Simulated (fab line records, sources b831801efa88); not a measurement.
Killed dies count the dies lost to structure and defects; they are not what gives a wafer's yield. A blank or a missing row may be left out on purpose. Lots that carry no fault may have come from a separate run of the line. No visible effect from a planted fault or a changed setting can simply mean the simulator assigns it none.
fab line records -- flow sky130
record lots=13, wafers=39, last_day=51
route steps=708 shown METAL4@629 VIA4@639 PAD_OPEN@708
lots untouched by any fault: they come from a run of this same line in which no faults occurred
start_h: hours from the record's first day to the start of the lot's first wafer shown -- wait_h: hours from the lot's prior step to this one -- " identical to the entry in the row above -- L1.1+2: a row that stands for several wafers -- - no value, or no start given -- * or withheld: withheld -- < > ~ a bound
route shown NAME@n: a module of which the file shows steps, and the number in the route of the first -- usual: the fault-free wafers' mean and standard deviation -- same: alike in all rows -- chamber/n: place in a boat -- sites: each site's reading -- _std_site: the values' standard deviation -- _edge_site: mean of outer sites minus mean of inner sites -- radius_mm: how far each site lies from the wafer's centre -- mask NAME#n: copy n -- behind: the most recent tool/chamber to have shaped the wafer -- hold: why the lot was held/for how many hours/how that ended -- device: whichever transistor did not switch (one of n, p or np) -- end of line: tests of these same wafers at the route's end -- step lacking rows: just its recipe -- killed: dies lost to structure and defects at the first sort, not the wafer's yield -- map: a wafer's dies, marking killed ones x, the rest . and places with no die _
set.NAME: the setting that was run; set.NAME@STEP: the one run at that earlier step -- model.NAME: the simulator's own value behind a step, which no gauge read
a sample of lots followed through the steps of the route, with each step as a table and each wafer as a row
services: when a tool's chamber went out of use (start_h, in hours from the record's first day, below 0 if earlier), for how many hours, and the reason
## steps
# step SKY_METAL4_CD_MEAS_13
# recipe target_cd_nm=300
# usual cd_nm=299.6/1.2
lot.wafer,tool,chamber,start_h,wait_h,cd_nm
L170.1,cd_sem-02,-,999.69,-,297.9
L170.2,cd_sem-02,-,999.69,-,298.7
L170.4,cd_sem-02,-,999.69,-,298.6
L174.1,cd_sem-02,-,1001.44,-,300.8
L174.3,cd_sem-02,-,1001.44,-,299.1
L174.5,cd_sem-02,-,1001.44,-,302.5
L169.1,cd_sem-02,-,1001.79,-,299.1
L169.3,cd_sem-02,-,1001.79,-,298.2
L169.5,cd_sem-02,-,1001.79,-,298.6
L173.4,cd_sem-01,-,1002.20,-,298.4
L173.5,cd_sem-01,-,1002.20,-,299.6
L173.6,cd_sem-01,-,1002.20,-,299.7
L177.2,cd_sem-01,-,1028.76,-,299.5
L177.3,cd_sem-01,-,1028.76,-,300.3
L177.4,cd_sem-01,-,1028.76,-,299.2
L181.1,cd_sem-02,-,1129.64,-,301.1
L181.2,cd_sem-02,-,1129.64,-,301.3
L181.3,cd_sem-02,-,1129.64,-,301.7
L184.1,cd_sem-01,-,1129.99,-,300.5
L184.4,cd_sem-01,-,1129.99,-,298.5
L184.5,cd_sem-01,-,1129.99,-,298.6
L182.2,cd_sem-02,-,1130.50,-,298.6
L182.5,cd_sem-02,-,1130.50,-,298.4
L182.6,cd_sem-02,-,1130.50,-,298.9
L188.1,cd_sem-02,-,1131.09,-,298.9
L188.2,cd_sem-02,-,1131.09,-,297.7
L188.6,cd_sem-02,-,1131.09,-,300.7
L180.2,cd_sem-02,-,1131.96,-,298.9
L180.4,cd_sem-02,-,1131.96,-,301.1
L180.6,cd_sem-02,-,1131.96,-,300.9
L189.2,cd_sem-02,-,1138.46,-,301.6
L189.3,cd_sem-02,-,1138.46,-,301.7
L189.5,cd_sem-02,-,1138.46,-,301.7
L192.1,cd_sem-01,-,1141.24,-,299.2
L192.2,cd_sem-01,-,1141.24,-,299.3
L192.6,cd_sem-01,-,1141.24,-,299.3
L187.3,cd_sem-01,-,1142.69,-,300.5
L187.4,cd_sem-01,-,1142.69,-,300.0
L187.5,cd_sem-01,-,1142.69,-,300.6
# step SKY_VIA4_HDPCVD_00
# recipe material=SiO2, target_thk_nm=1750, sigma_open_frac=0.3, time_s=291.7, temp_c=400, sih4_flow_sccm=60, pressure_mtorr=6
lot.wafer,tool,chamber,start_h,wait_h
L170.1+2+4,hdpcvd-02,"2,0,2",1001.17,0.0
L174.1+3+5,hdpcvd-01,"0,2,2",1002.86,0.0
L169.1+3+5,hdpcvd-01,"1,0,2",1003.35,0.0
L173.4+5+6,hdpcvd-01,"1,0,2",1003.71,0.1
L177.2+3+4,hdpcvd-01,"1,2,1",1030.42,0.0
L181.1+2+3,hdpcvd-01,"0,2,1",1130.90,0.0
L184.1+4+5,hdpcvd-02,"0,0,1",1131.07,0.0
L182.2+5+6,hdpcvd-01,"2,1,0",1131.82,0.0
L188.1+2+6,hdpcvd-01,"0,1,1",1132.35,0.0
L180.2+4+6,hdpcvd-02,"0,0,1",1133.02,0.0
L189.2+3+5,hdpcvd-02,"2,0,1",1139.52,0.0
L192.1+2+6,hdpcvd-01,"2,1,1",1142.35,0.0
L187.3+4+5,hdpcvd-02,"2,1,2",1143.95,0.1
# step SKY_VIA4_THK_MEAS_01
# recipe reads=SiO2_of_VIA4_HDPCVD_00
# usual VIA4_HDPCVD_THK=1750/21
lot.wafer,tool,chamber,start_h,wait_h,VIA4_HDPCVD_THK[nm]
L170.1,film_metro-04,-,1001.35,0.1,1716
L170.2,film_metro-04,-,1001.35,0.1,1730
L170.4,film_metro-04,-,1001.35,0.1,1706
L174.1,film_metro-01,-,1003.04,0.1,1768
L174.3,film_metro-01,-,1003.04,0.1,1782
L174.5,film_metro-01,-,1003.04,0.1,1771
L169.1,film_metro-02,-,1003.53,0.1,1775
L169.3,film_metro-02,-,1003.53,0.1,1776
L169.5,film_metro-02,-,1003.53,0.1,1761
L173.4,film_metro-01,-,1003.89,0.1,1754
L173.5,film_metro-01,-,1003.89,0.1,1750
L173.6,film_metro-01,-,1003.89,0.1,1738
L177.2,film_metro-01,-,1030.61,0.1,1785
L177.3,film_metro-01,-,1030.61,0.1,1747
L177.4,film_metro-01,-,1030.61,0.1,1756
L181.1,film_metro-04,-,1131.08,0.1,1755
L181.2,film_metro-04,-,1131.08,0.1,1739
L181.3,film_metro-04,-,1131.08,0.1,1741
L184.1,film_metro-02,-,1131.25,0.1,1751
L184.4,film_metro-02,-,1131.25,0.1,1771
L184.5,film_metro-02,-,1131.25,0.1,1778
L182.2,film_metro-02,-,1132.01,0.1,1747
L182.5,film_metro-02,-,1132.01,0.1,1756
L182.6,film_metro-02,-,1132.01,0.1,1765
L188.1,film_metro-01,-,1132.53,0.1,1748
L188.2,film_metro-01,-,1132.53,0.1,1743
L188.6,film_metro-01,-,1132.53,0.1,1753
L180.2,film_metro-01,-,1133.21,0.1,1727
L180.4,film_metro-01,-,1133.21,0.1,1757
L180.6,film_metro-01,-,1133.21,0.1,1742
L189.2,film_metro-04,-,1139.71,0.1,1711
L189.3,film_metro-04,-,1139.71,0.1,1736
L189.5,film_metro-04,-,1139.71,0.1,821
L192.1,film_metro-01,-,1142.53,0.1,1754
L192.2,film_metro-01,-,1142.53,0.1,1760
L192.6,film_metro-01,-,1142.53,0.1,1747
L187.3,film_metro-01,-,1144.15,0.1,1723
L187.4,film_metro-01,-,1144.15,0.1,806
L187.5,film_metro-01,-,1144.15,0.1,1711
# step SKY_VIA4_BOW_MEAS_03
# recipe mode=bow
# usual VIA4_BOW=82/7.8
lot.wafer,tool,chamber,start_h,wait_h,VIA4_BOW[um]
L170.1,film_metro-04,-,1001.95,0.1,84
L170.2,film_metro-04,-,1001.95,0.1,82
L170.4,film_metro-04,-,1001.95,0.1,77
L174.1,film_metro-01,-,1003.40,0.1,83
L174.3,film_metro-01,-,1003.40,0.1,101
L174.5,film_metro-01,-,1003.40,0.1,85
L169.1,film_metro-04,-,1003.89,0.2,90
L169.3,film_metro-04,-,1003.89,0.2,80
L169.5,film_metro-04,-,1003.89,0.2,86
L173.4,film_metro-02,-,1004.49,0.3,84
L173.5,film_metro-02,-,1004.49,0.3,91
L173.6,film_metro-02,-,1004.49,0.3,92
L177.2,film_metro-04,-,1030.99,0.3,82
L177.3,film_metro-04,-,1030.99,0.3,66
L177.4,film_metro-04,-,1030.99,0.3,78
L181.1,film_metro-04,-,1131.44,0.2,81
L181.2,film_metro-04,-,1131.44,0.2,73
L181.3,film_metro-04,-,1131.44,0.2,70
L184.1,film_metro-01,-,1131.61,0.2,82
L184.4,film_metro-01,-,1131.61,0.2,83
L184.5,film_metro-01,-,1131.61,0.2,79
L182.2,film_metro-01,-,1132.38,0.1,90
L182.5,film_metro-01,-,1132.38,0.1,83
L182.6,film_metro-01,-,1132.38,0.1,79
L188.1,film_metro-04,-,1132.89,0.1,76
L188.2,film_metro-04,-,1132.89,0.1,77
L188.6,film_metro-04,-,1132.89,0.1,77
L180.2,film_metro-02,-,1133.58,0.1,83
L180.4,film_metro-02,-,1133.58,0.1,87
L180.6,film_metro-02,-,1133.58,0.1,86
L189.2,film_metro-01,-,1140.08,0.3,76
L189.3,film_metro-01,-,1140.08,0.3,77
L189.5,film_metro-01,-,1140.08,0.3,83
L192.1,film_metro-01,-,1142.89,0.2,91
L192.2,film_metro-01,-,1142.89,0.2,79
L192.6,film_metro-01,-,1142.89,0.2,79
L187.3,film_metro-01,-,1144.77,0.2,75
L187.4,film_metro-01,-,1144.77,0.2,80
L187.5,film_metro-01,-,1144.77,0.2,73
# step SKY_VIA4_SPUTTER_17
# recipe material=TiN, target_thk_nm=20, chamber_pressure_pa=5, power_w=4000, time_s=80
# usual throttle_valve_pct=30.2/0.97
lot.wafer,tool,chamber,start_h,wait_h,throttle_valve_pct
L170.1,pvd_sputter-04,-,1025.38,0.0,29.6
L170.2,pvd_sputter-04,-,1025.38,0.0,30.0
L170.4,pvd_sputter-04,-,1025.38,0.0,29.3
L174.1,pvd_sputter-04,-,1027.24,0.0,29.9
L174.3,pvd_sputter-04,-,1027.24,0.0,29.3
L174.5,pvd_sputter-04,-,1027.24,0.0,30.0
L169.1,pvd_sputter-02,-,1027.34,0.0,29.1
L169.3,pvd_sputter-02,-,1027.34,0.0,31.4
L169.5,pvd_sputter-02,-,1027.34,0.0,31.5
L173.4,pvd_sputter-01,-,1028.17,0.0,29.0
L173.5,pvd_sputter-01,-,1028.17,0.0,30.5
L173.6,pvd_sputter-01,-,1028.17,0.0,29.2
L177.2,pvd_sputter-02,-,1054.30,0.0,31.3
L177.3,pvd_sputter-02,-,1054.30,0.0,29.9
L177.4,pvd_sputter-02,-,1054.30,0.0,29.1
L181.1,pvd_sputter-02,-,1150.94,0.0,29.0
L181.2,pvd_sputter-02,-,1150.94,0.0,31.6
L181.3,pvd_sputter-02,-,1150.94,0.0,30.4
L184.1,pvd_sputter-01,-,1151.28,0.0,29.0
L184.4,pvd_sputter-01,-,1151.28,0.0,29.2
L184.5,pvd_sputter-01,-,1151.28,0.0,30.9
L182.2,pvd_sputter-04,-,1151.55,0.0,29.9
L182.5,pvd_sputter-04,-,1151.55,0.0,30.1
L182.6,pvd_sputter-04,-,1151.55,0.0,29.4
L188.1,pvd_sputter-01,-,1152.14,0.0,29.6
L188.2,pvd_sputter-01,-,1152.14,0.0,30.7
L188.6,pvd_sputter-01,-,1152.14,0.0,29.1
L180.2,pvd_sputter-02,-,1152.24,0.0,30.7
L180.4,pvd_sputter-02,-,1152.24,0.0,30.5
L180.6,pvd_sputter-02,-,1152.24,0.0,29.0
L189.2,pvd_sputter-02,-,1159.19,0.0,31.2
L189.3,pvd_sputter-02,-,1159.19,0.0,31.0
L189.5,pvd_sputter-02,-,1159.19,0.0,30.8
L192.1,pvd_sputter-04,-,1161.63,0.0,30.3
L192.2,pvd_sputter-04,-,1161.63,0.0,32.1
L192.6,pvd_sputter-04,-,1161.63,0.0,32.1
L187.3,pvd_sputter-01,-,1163.44,0.0,29.5
L187.4,pvd_sputter-01,-,1163.44,0.0,31.0
L187.5,pvd_sputter-01,-,1163.44,0.0,30.6
# step SKY_PAD_OPEN_PROBE_99
# usual defect_limited_yield=82.5/2, killed_at_M0_to_M3=42/7.3, killed_at_M4_up=3.4/2, killed_at_contacts=24/5.6, killed_at_front_end=16/4.5, killed_at_other=0.2/0.51, killed_dies=86/9.8, killed_open=46/7, killed_short=40/6.7
# same gross_dies=492, killed_at_back_side=0
lot.wafer,tool,chamber,start_h,wait_h,defect_limited_yield[%],killed_at_M0_to_M3,killed_at_M4_up,killed_at_contacts,killed_at_front_end,killed_at_other,killed_dies,killed_open,killed_short
L170.1,prober-01,-,1099.95,0.1,83.3,49,1,21,11,0,82,44,38
L170.2,prober-01,-,1100.00,0.1,84.1,51,0,15,12,0,78,38,40
L170.4,prober-01,-,1100.10,0.2,83.5,49,3,15,13,1,81,42,39
L174.1,prober-02,-,1102.95,0.1,80.7,46,2,25,22,0,95,50,45
L174.3,prober-02,-,1103.05,0.2,84.1,37,8,16,16,1,78,39,37
L174.5,prober-02,-,1103.15,0.2,82.7,31,3,34,16,1,85,48,37
L173.4,prober-01,-,1103.10,0.2,82.5,43,5,25,13,0,86,47,39
L173.5,prober-01,-,1103.15,0.2,82.9,34,5,34,11,0,84,42,42
L173.6,prober-01,-,1103.20,0.2,81.7,48,3,22,17,0,90,58,32
L169.1,prober-02,-,1103.25,0.3,82.7,45,2,26,12,0,85,43,42
L169.3,prober-02,-,1103.35,0.3,82.3,42,4,21,20,0,87,42,45
L169.5,prober-02,-,1103.45,0.4,85.0,38,2,24,10,0,74,41,33
L177.2,prober-01,-,1125.08,0.1,80.7,45,3,25,21,1,95,54,41
L177.3,prober-01,-,1125.13,0.2,83.3,45,3,23,10,1,82,49,33
L177.4,prober-01,-,1125.18,0.2,84.3,39,5,17,16,0,77,44,33
L181.1,prober-02,-,1210.01,0.1,84.3,23,3,29,22,0,77,44,33
L181.2,prober-02,-,1210.06,0.1,83.3,34,2,27,19,0,82,44,38
L181.3,prober-02,-,1210.11,0.2,80.5,49,6,18,23,0,96,44,51
L184.1,prober-01,-,1210.86,0.1,77.8,42,2,38,26,1,109,56,53
L184.4,prober-01,-,1211.01,0.2,82.7,49,6,16,14,0,85,40,45
L184.5,prober-01,-,1211.06,0.2,81.3,44,5,29,14,0,92,42,50
L182.2,prober-02,-,1211.56,0.1,83.5,37,3,28,13,0,81,44,37
L182.5,prober-02,-,1211.71,0.2,81.7,42,3,27,18,0,90,51,39
L182.6,prober-02,-,1211.76,0.2,83.5,34,0,34,13,0,81,47,34
L188.1,prober-02,-,1212.36,0.1,80.1,57,4,17,20,0,98,56,42
L188.2,prober-02,-,1212.41,0.1,79.7,56,2,28,14,0,100,43,57
L188.6,prober-02,-,1212.61,0.2,82.7,40,5,20,20,0,85,42,43
L180.2,prober-01,-,1213.06,0.1,84.3,28,6,26,16,1,77,42,35
L180.4,prober-01,-,1213.16,0.2,81.5,47,7,28,9,0,91,46,44
L180.6,prober-01,-,1213.26,0.2,81.3,48,5,25,14,0,92,46,46
L189.2,prober-01,-,1215.45,0.1,79.3,41,5,32,23,1,102,58,44
L189.3,prober-01,-,1215.50,0.2,84.3,33,7,20,17,0,77,43,34
L189.5,prober-01,-,1215.60,0.2,83.7,38,2,20,20,0,80,43,35
L192.1,prober-02,-,1218.28,0.1,81.3,42,3,21,26,0,92,40,52
L192.2,prober-02,-,1218.33,0.1,79.7,48,4,29,19,0,100,49,50
L192.6,prober-02,-,1218.53,0.2,82.3,52,1,19,15,0,87,49,38
L187.3,prober-02,-,1222.03,0.2,81.7,35,3,33,19,0,90,47,43
L187.4,prober-02,-,1222.08,0.2,86.2,29,3,19,17,0,68,21,47
L187.5,prober-02,-,1222.13,0.2,85.4,41,3,19,9,0,72,40,32
# killed by level:class
L170.1 VIA1:geometric_particle:open=13 METAL1:geometric_particle:short=8 VIA3:geometric_particle:open=8 CONTACT:geometric_particle:open=6 LI_CONTACT:geometric_particle:open=5 FIELD_ISO:geometric_particle:short=4 LOCAL_INTERCONNECT:geometric_particle:short=4 METAL2:geometric_particle:short=4
L170.2 VIA1:geometric_particle:open=14 VIA3:geometric_particle:open=13 VIA3:geometric_particle:short=6 SPACER:geometric_particle:short=5 METAL1:geometric_particle:short=5 METAL2:geometric_particle:short=5 VIA1:geometric_particle:short=4 LOCAL_INTERCONNECT:geometric_particle:short=4
L170.4 VIA1:geometric_particle:open=13 VIA3:geometric_particle:open=8 LI_CONTACT:geometric_particle:open=6 VIA3:geometric_particle:short=6 METAL2:geometric_particle:short=6 CONTACT:geometric_particle:short=4 METAL1:geometric_particle:short=4 VIA2:geometric_particle:open=4
L174.1 VIA1:geometric_particle:open=11 VIA2:geometric_particle:open=10 POLY_GATE:geometric_particle:open=7 CONTACT:geometric_particle:open=7 FIELD_ISO:geometric_particle:short=6 LI_CONTACT:geometric_particle:open=6 LOCAL_INTERCONNECT:geometric_particle:short=5 METAL1:geometric_particle:short=5
L174.3 VIA2:geometric_particle:open=9 METAL4:geometric_particle:short=6 CONTACT:geometric_particle:open=5 VIA1:geometric_particle:open=5 POLY_GATE:geometric_particle:short=4 LI_CONTACT:geometric_particle:open=4 LOCAL_INTERCONNECT:geometric_particle:short=4 METAL1:geometric_particle:short=4
L173.4 VIA1:geometric_particle:open=10 CONTACT:geometric_particle:open=9 METAL1:geometric_particle:short=8 VIA3:geometric_particle:open=8 LI_CONTACT:geometric_particle:open=7 METAL4:geometric_particle:short=5 VIA1:geometric_particle:short=5 CONTACT:geometric_particle:short=5
L174.5 CONTACT:geometric_particle:open=17 LOCAL_INTERCONNECT:geometric_particle:short=7 VIA3:geometric_particle:open=7 METAL2:geometric_particle:short=5 VIA2:geometric_particle:open=4 FIELD_ISO:geometric_particle:open=4 POLY_GATE:geometric_particle:open=4 VIA1:geometric_particle:open=4
L173.5 CONTACT:geometric_particle:open=11 LI_CONTACT:geometric_particle:open=9 VIA1:geometric_particle:open=7 METAL2:geometric_particle:short=7 FIELD_ISO:geometric_particle:short=5 LOCAL_INTERCONNECT:geometric_particle:short=5 CONTACT:geometric_particle:short=5 METAL1:geometric_particle:short=5
L173.6 VIA1:geometric_particle:open=10 VIA3:geometric_particle:open=10 VIA2:geometric_particle:open=10 LI_CONTACT:geometric_particle:open=9 METAL1:geometric_particle:short=6 FIELD_ISO:geometric_particle:short=5 FIELD_ISO:geometric_particle:open=5 CONTACT:geometric_particle:short=5
L169.1 VIA1:geometric_particle:open=13 CONTACT:geometric_particle:open=11 CONTACT:geometric_particle:short=6 VIA1:geometric_particle:short=6 POLY_GATE:geometric_particle:short=5 METAL2:geometric_particle:short=5 LI_CONTACT:geometric_particle:open=4 LOCAL_INTERCONNECT:geometric_particle:short=4
L169.3 VIA1:geometric_particle:open=10 CONTACT:geometric_particle:open=9 VIA3:geometric_particle:open=7 CONTACT:geometric_particle:short=6 METAL1:geometric_particle:short=6 METAL2:geometric_particle:short=6 FIELD_ISO:geometric_particle:short=5 POLY_GATE:geometric_particle:open=4
L169.5 CONTACT:geometric_particle:open=17 METAL2:geometric_particle:short=9 VIA1:geometric_particle:open=9 VIA1:geometric_particle:short=6 POLY_GATE:geometric_particle:short=4 LI_CONTACT:geometric_particle:open=4 VIA3:geometric_particle:short=3 METAL1:geometric_particle:short=3
L177.2 LI_CONTACT:geometric_particle:open=10 VIA2:geometric_particle:open=8 LOCAL_INTERCONNECT:geometric_particle:short=7 FIELD_ISO:geometric_particle:open=6 POLY_GATE:geometric_particle:open=6 CONTACT:geometric_particle:open=6 VIA1:geometric_particle:open=6 VIA3:geometric_particle:open=6
L177.3 VIA2:geometric_particle:open=12 CONTACT:geometric_particle:open=7 VIA1:geometric_particle:open=7 VIA3:geometric_particle:open=7 LI_CONTACT:geometric_particle:open=5 METAL1:geometric_particle:short=5 LI_CONTACT:geometric_particle:short=4 LOCAL_INTERCONNECT:geometric_particle:short=4
L177.4 CONTACT:geometric_particle:open=9 FIELD_ISO:geometric_particle:open=7 VIA2:geometric_particle:open=7 METAL2:geometric_particle:short=7 VIA3:geometric_particle:open=6 VIA1:geometric_particle:short=5 POLY_GATE:geometric_particle:open=4 VIA1:geometric_particle:open=4
L181.1 LI_CONTACT:geometric_particle:open=10 CONTACT:geometric_particle:open=9 FIELD_ISO:geometric_particle:open=6 VIA2:geometric_particle:open=6 POLY_GATE:geometric_particle:short=5 FIELD_ISO:geometric_particle:short=4 CONTACT:geometric_particle:short=4 VIA1:geometric_particle:open=4
L181.2 METAL2:geometric_particle:short=10 LI_CONTACT:geometric_particle:open=9 CONTACT:geometric_particle:open=6 VIA1:geometric_particle:open=6 VIA3:geometric_particle:open=6 LOCAL_INTERCONNECT:geometric_particle:short=5 POLY_GATE:geometric_particle:open=4 POLY_GATE:geometric_particle:short=3
L181.3 VIA1:geometric_particle:open=14 METAL2:geometric_particle:short=11 POLY_GATE:geometric_particle:short=9 VIA3:geometric_particle:open=8 LI_CONTACT:geometric_particle:open=5 LOCAL_INTERCONNECT:geometric_particle:short=5 VIA2:geometric_particle:short=4 FIELD_ISO:geometric_particle:open=3
L184.1 CONTACT:geometric_particle:open=17 CONTACT:geometric_particle:short=11 VIA2:geometric_particle:open=10 POLY_GATE:geometric_particle:short=7 METAL2:geometric_particle:short=7 FIELD_ISO:geometric_particle:short=6 POLY_GATE:geometric_particle:open=6 LI_CONTACT:geometric_particle:open=6
L184.4 VIA1:geometric_particle:open=13 VIA2:geometric_particle:open=8 CONTACT:geometric_particle:open=7 METAL4:geometric_particle:short=6 CONTACT:geometric_particle:short=6 METAL2:geometric_particle:short=6 VIA3:geometric_particle:open=6 FIELD_ISO:geometric_particle:short=5
L184.5 VIA1:geometric_particle:open=9 CONTACT:geometric_particle:short=8 VIA2:geometric_particle:open=8 LI_CONTACT:geometric_particle:open=7 CONTACT:geometric_particle:open=7 FIELD_ISO:geometric_particle:short=6 METAL2:geometric_particle:short=6 LOCAL_INTERCONNECT:geometric_particle:short=5
L182.2 VIA1:geometric_particle:open=11 LOCAL_INTERCONNECT:geometric_particle:short=7 CONTACT:geometric_particle:open=7 LI_CONTACT:geometric_particle:open=6 CONTACT:geometric_particle:short=6 FIELD_ISO:geometric_particle:short=4 VIA2:geometric_particle:open=4 METAL2:geometric_particle:short=4
L182.5 CONTACT:geometric_particle:open=10 VIA1:geometric_particle:open=10 METAL1:geometric_particle:short=8 LI_CONTACT:geometric_particle:open=7 VIA2:geometric_particle:open=7 FIELD_ISO:geometric_particle:open=5 CONTACT:geometric_particle:short=5 METAL2:geometric_particle:short=5
L182.6 VIA1:geometric_particle:open=14 CONTACT:geometric_particle:open=13 CONTACT:geometric_particle:short=8 LI_CONTACT:geometric_particle:open=7 LI_CONTACT:geometric_particle:short=4 FIELD_ISO:geometric_particle:open=3 METAL1:geometric_particle:short=3 VIA2:geometric_particle:open=3
L188.1 VIA1:geometric_particle:open=13 VIA2:geometric_particle:open=10 VIA3:geometric_particle:open=10 METAL1:geometric_particle:short=9 POLY_GATE:geometric_particle:open=7 FIELD_ISO:geometric_particle:short=5 LI_CONTACT:geometric_particle:open=4 LOCAL_INTERCONNECT:geometric_particle:short=4
L188.2 METAL2:geometric_particle:short=16 LI_CONTACT:geometric_particle:open=11 METAL1:geometric_particle:short=9 VIA1:geometric_particle:open=8 LI_CONTACT:geometric_particle:short=6 VIA2:geometric_particle:short=6 POLY_GATE:geometric_particle:short=5 CONTACT:geometric_particle:short=5
L188.6 METAL2:geometric_particle:short=9 VIA2:geometric_particle:short=7 POLY_GATE:geometric_particle:short=6 LI_CONTACT:geometric_particle:open=6 VIA1:geometric_particle:open=6 CONTACT:geometric_particle:open=5 VIA3:geometric_particle:open=5 POLY_GATE:geometric_particle:open=4
L180.2 LI_CONTACT:geometric_particle:open=8 CONTACT:geometric_particle:open=8 VIA1:geometric_particle:open=8 VIA2:geometric_particle:open=7 POLY_GATE:geometric_particle:short=6 CONTACT:geometric_particle:short=5 FIELD_ISO:geometric_particle:short=4 POLY_GATE:geometric_particle:open=4
L180.4 VIA1:geometric_particle:open=11 VIA3:geometric_particle:open=9 LI_CONTACT:geometric_particle:open=7 VIA2:geometric_particle:open=7 LOCAL_INTERCONNECT:geometric_particle:short=6 LI_CONTACT:geometric_particle:short=5 CONTACT:geometric_particle:short=5 CONTACT:geometric_particle:open=4
L180.6 CONTACT:geometric_particle:open=11 VIA2:geometric_particle:open=10 LI_CONTACT:geometric_particle:open=8 VIA1:geometric_particle:short=6 VIA1:geometric_particle:open=6 METAL2:geometric_particle:short=6 VIA3:geometric_particle:short=6 METAL1:geometric_particle:short=5
L189.2 LI_CONTACT:geometric_particle:open=15 VIA2:geometric_particle:open=8 POLY_GATE:geometric_particle:short=7 LOCAL_INTERCONNECT:geometric_particle:short=7 CONTACT:geometric_particle:open=6 VIA3:geometric_particle:open=6 VIA1:geometric_particle:open=6 METAL3:geometric_particle:short=5
L189.3 CONTACT:geometric_particle:open=9 VIA3:geometric_particle:open=8 METAL4:geometric_particle:short=6 FIELD_ISO:geometric_particle:open=5 VIA1:geometric_particle:open=5 VIA3:geometric_particle:short=5 POLY_GATE:geometric_particle:short=4 CONTACT:geometric_particle:short=4
L189.5 VIA2:geometric_particle:open=8 VIA3:geometric_particle:open=7 LI_CONTACT:geometric_particle:open=6 LOCAL_INTERCONNECT:geometric_particle:short=6 FIELD_ISO:geometric_particle:short=5 CONTACT:geometric_particle:open=5 VIA1:geometric_particle:open=5 METAL1:geometric_particle:short=4
L192.1 VIA1:geometric_particle:open=9 METAL3:geometric_particle:short=7 POLY_GATE:geometric_particle:short=7 LI_CONTACT:geometric_particle:open=7 FIELD_ISO:geometric_particle:short=5 CONTACT:geometric_particle:open=5 VIA3:geometric_particle:open=5 METAL1:geometric_particle:short=5
L192.2 VIA1:geometric_particle:open=12 METAL2:geometric_particle:short=10 VIA1:geometric_particle:short=9 FIELD_ISO:geometric_particle:short=7 LI_CONTACT:geometric_particle:open=7 CONTACT:geometric_particle:short=7 CONTACT:geometric_particle:open=6 POLY_GATE:geometric_particle:open=5
L192.6 VIA1:geometric_particle:open=16 VIA3:geometric_particle:open=9 FIELD_ISO:geometric_particle:short=7 LI_CONTACT:geometric_particle:open=6 CONTACT:geometric_particle:open=5 VIA1:geometric_particle:short=5 METAL2:geometric_particle:short=5 VIA2:geometric_particle:open=5
L187.3 LI_CONTACT:geometric_particle:open=11 METAL2:geometric_particle:short=6 POLY_GATE:geometric_particle:short=6 VIA3:geometric_particle:open=6 LOCAL_INTERCONNECT:geometric_particle:short=6 VIA1:geometric_particle:open=6 CONTACT:geometric_particle:short=5 CONTACT:geometric_particle:open=5
L187.4 LOCAL_INTERCONNECT:geometric_particle:short=6 METAL2:geometric_particle:short=6 FIELD_ISO:geometric_particle:short=5 CONTACT:geometric_particle:short=5 POLY_GATE:geometric_particle:short=4 LI_CONTACT:geometric_particle:open=4 METAL3:geometric_particle:short=4 METAL1:geometric_particle:short=3
L187.5 METAL2:geometric_particle:short=8 VIA1:geometric_particle:open=7 LI_CONTACT:geometric_particle:open=7 VIA1:geometric_particle:short=7 FIELD_ISO:geometric_particle:open=6 VIA2:geometric_particle:open=5 CONTACT:geometric_particle:open=4 CONTACT:geometric_particle:short=4
## services
tool,chamber,start_h,hours,kind
pvd_sputter-04,-,992.80,5.1,repair
pvd_sputter-02,1,1001.83,-,consumable_replace:kit
pvd_sputter-02,1,1001.83,18.0,scheduled_down
pvd_sputter-02,1,1001.83,18.0,vent_cycle
pvd_sputter-01,-,1009.04,2.4,repair
hdpcvd-02,-,1038.69,0.9,repair
hdpcvd-01,-,1047.64,2.8,pm
pvd_sputter-04,1,1056.22,-,consumable_replace:kit
pvd_sputter-04,1,1056.22,18.0,scheduled_down
pvd_sputter-04,1,1056.22,18.0,vent_cycle
pvd_sputter-01,1,1087.83,-,consumable_replace:kit
pvd_sputter-01,1,1087.83,18.0,scheduled_down
pvd_sputter-01,1,1087.83,18.0,vent_cycle
pvd_sputter-04,-,1095.88,0.7,repair
pvd_sputter-02,-,1098.43,5.1,repair
hdpcvd-01,2,1107.18,2.4,repair
hdpcvd-01,-,1118.52,1.8,repair
pvd_sputter-01,0,1125.94,-,consumable_replace:kit
pvd_sputter-01,0,1125.94,18.0,scheduled_down
pvd_sputter-02,0,1147.52,-,consumable_replace:kit
pvd_sputter-02,0,1147.52,18.0,scheduled_down
pvd_sputter-02,0,1147.52,18.0,vent_cycle
pvd_sputter-02,-,1159.60,13.5,repair
hdpcvd-01,2,1162.61,5.8,repair
## key
first_sign step=SKY_VIA4_THK_MEAS_01, reading=VIA4_HDPCVD_THK, direction=down, sigmas=44, usual=1750, struck=814
effect none on later readings
met_at SKY_VIA4_HDPCVD_00
struck_lots L187,L189
struck_wafers L187.4,L189.5
not_acting_at SKY_METAL4_CD_MEAS_13,SKY_VIA4_BOW_MEAS_03,SKY_VIA4_SPUTTER_17
onset_between 1133.02 1139.52
fault kind=process_parameter_drift, tool=hdpcvd-02, chamber=1, onset_h=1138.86, steps=SKY_VIA4_HDPCVD_00, channel=target_thk_nm, offset=-938.32, shape=step, end_h=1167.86, acts_in=these_recipes_only, stated=1750
